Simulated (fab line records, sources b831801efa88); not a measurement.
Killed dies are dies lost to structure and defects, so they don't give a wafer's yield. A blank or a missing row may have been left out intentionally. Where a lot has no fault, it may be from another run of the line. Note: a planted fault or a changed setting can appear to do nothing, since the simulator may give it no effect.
Problem report in the 8D (eight disciplines) form, filled by code    flow gf180mcu    the parts of the form that need people (team, actions taken, sign-off) are left out

== 1. WHAT IS WRONG ==
beam-energy-keV at GF_DNWELL_IMPLANT_07 reads a mean of 1319.8 on 6 wafers of 2 lots; wafers without a fault read 1500.1 with a standard deviation of 0.45. So: -99 or more standard deviations from the usual mean.
First observed at day 5 07:43: wafer L513.4, on implanter-01. At this step, 42 wafers from 14 lots have a number in the record. The rule behind "out" and "out of limits": a value lying over 4 standard deviations away from the usual mean. Any other wafer with a number is counted as sound.

== 2. WHAT IT IS, AND WHAT IT ISN'T ==
question                     is                      is not
which readings at this step  beam-energy-keV         dose-ions-cm2
which lots                   L513, L517              L502, L503, L504, L505, L506, L507, L509, L510, L521, L522, L523, L525
which wafers of those lots   all that have a number  -
read on which tools          implanter-01            implanter-03, implanter-04
when                         from day 5 07:43        up to then (24 sound wafers); but 12 sound wafers of L521, L522, L523, L525 came after

== 3. SUSPECTS, AND WHAT RULES EACH OUT ==
Counting: a tool at any process step up to the reading remains a suspect when it ran all the lots that are out and ran no sound lot after the first of those.
- implanter-01 at GF_DNWELL_IMPLANT_07: kept. It ran every lot that is out, first L513 (day 5 07:43), and no sound lot after that; its last sound lot up to then is L504 (day 3 08:34). Its own beam-energy-keV readings are out on those wafers.
Left after counting: implanter-01 at GF_DNWELL_IMPLANT_07.

== 4. THE CAUSE (what the simulator had put in) ==
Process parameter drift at GF_DNWELL_IMPLANT_07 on implanter-01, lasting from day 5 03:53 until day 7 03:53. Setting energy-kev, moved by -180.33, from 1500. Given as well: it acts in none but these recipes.
Only this tool survived the counting.

== 5. THE EFFECT CHAIN, in route order ==
One row per reading whose mean, taken over the struck wafers that have a number, lies over 3 standard deviations from the usual. Readings are gone through only where the record gives a usual standard deviation; hours: the median, over the lots, of the time from a lot's start at the first step in this table giving one to that lot's start at this step; sigmas: the change measured in usual standard deviations.
hours  step                  reading          usual   on struck wafers  change  sigmas
0      GF_DNWELL_IMPLANT_07  beam-energy-keV  1500.1  1319.8            -180.3  -99 or more
Its process steps:
- GF_DNWELL_IMPLANT_07
At these later measuring or inspecting steps, every struck wafer for which the step has a row has a number for every such reading, and none has moved that far: GF_VT_IMPLANT_OVL_MEAS_40, GF_POLY_GATE_CD_MEAS_18.

== 6. HOW IT WOULD HAVE BEEN CAUGHT EARLIER ==
In this record no reading fell out of limits until day 5 07:43, 4 hours after the fault had begun at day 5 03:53.
